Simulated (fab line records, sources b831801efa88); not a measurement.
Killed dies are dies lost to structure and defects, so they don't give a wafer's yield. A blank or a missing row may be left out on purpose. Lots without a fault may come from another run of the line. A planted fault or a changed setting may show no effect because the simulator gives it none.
A struck lot beside a sound one | flow sky130 | 16 steps out of a route of 708
Sound: wafers L858.1, L858.2, L858.4. Struck: wafer L872.5. (L872.3 of the same lot was not struck and is left out.) The cause comes at the end.
At each step with rows: each side's tool, then ch and its chambers, then its first start. Under that, the readings that differ: sound wafers | struck wafers | difference of the means | sigmas: that difference in standard deviations of wafers without a fault.
alike: readings whose means differ by less than 2 such deviations, and words and numbers that are the same on both sides. not compared: withheld readings, readings that some wafer has no value for, bounds like >300 that may hide the same value, and numbers for which the record gives no deviation and whose values overlap.
The two part at a step that has a row with sigmas, a row that says differs or no value, or rows on one side only. Numbers that don't overlap but have no deviation are shown without sigmas and don't part them. A reading that every wafer of one side lacks parts them only if that side has two wafers or more.

SKY_NWELL_OVL_MEAS_10:
  sound on overlay-02, day 5 07:02; struck on overlay-02, day 8 07:11
  alike: NWELL_00_OVL
then, 3 steps without rows for these wafers: SKY_NWELL_IMPLANT_11; SKY_NWELL_IMPLANT_12; SKY_NWELL_IMPLANT_13.
SKY_NWELL_STRIP_14: strips in O2/N2.
  sound on plasma_asher-04 ch 0,1, day 5 07:31; struck on plasma_asher-02 ch 1, day 8 07:42
  alike: drypump_motor_current_A, oes_product_au, strip_time_to_endpoint_s
  not compared: rf_hours_counter_h
SKY_NWELL_TW_MEAS_15:
  sound on film_metro-03, day 5 07:37; struck on film_metro-04, day 8 07:47
  alike: NWELL_TW
then, 6 steps without rows for these wafers: SKY_NWELL_DEHYDRATE_16 (time 60 s); SKY_NWELL_HMDS_17 (prime time 60 s); SKY_NWELL_COAT_18 (resist thk 3000 nm); SKY_NWELL_SOFTBAKE_19; SKY_NWELL_EXPOSE_20 (exposes mask NWM COMPLEMENT, target cd 840 nm); SKY_NWELL_PEB_21.
SKY_NWELL_DEVELOP_22: develop time 60 s.
  sound on litho_track-02 ch 0, day 6 01:00; struck on litho_track-04 ch 0, day 9 04:00
SKY_NWELL_OVL_MEAS_23:
  sound on overlay-02, day 6 02:03; struck on overlay-02, day 9 04:20
  not compared: NWELL_01_OVL
then, 1 step without rows for these wafers: SKY_NWELL_IMPLANT_24.
-- the record jumps here: 40 days lie between the struck wafers' starts before and after (it left off in module NWELL and takes up again in module PAD_OPEN, whose first step shown is number 708 of the route) --
SKY_PAD_OPEN_PROBE_99:
  sound on prober-01, day 46 16:39; struck on prober-01, day 49 13:24
  reading             | sound    | struck | difference | sigmas
  killed_at_M4_up     | 3 0 3    | 6      | +4         | +2
  killed_at_front_end | 12 19 17 | 416    | +400       | +91
  killed_dies         | 82 87 91 | 492    | +405       | +42
  killed_on_rim       | 15 17 19 | 96     | +79        | +23
  alike: killed_at_M0_to_M3, killed_at_contacts, killed_at_other, killed_open, killed_short

WHERE THEY PART
Only at SKY_PAD_OPEN_PROBE_99, within this record.

WHY: what the simulator had put in
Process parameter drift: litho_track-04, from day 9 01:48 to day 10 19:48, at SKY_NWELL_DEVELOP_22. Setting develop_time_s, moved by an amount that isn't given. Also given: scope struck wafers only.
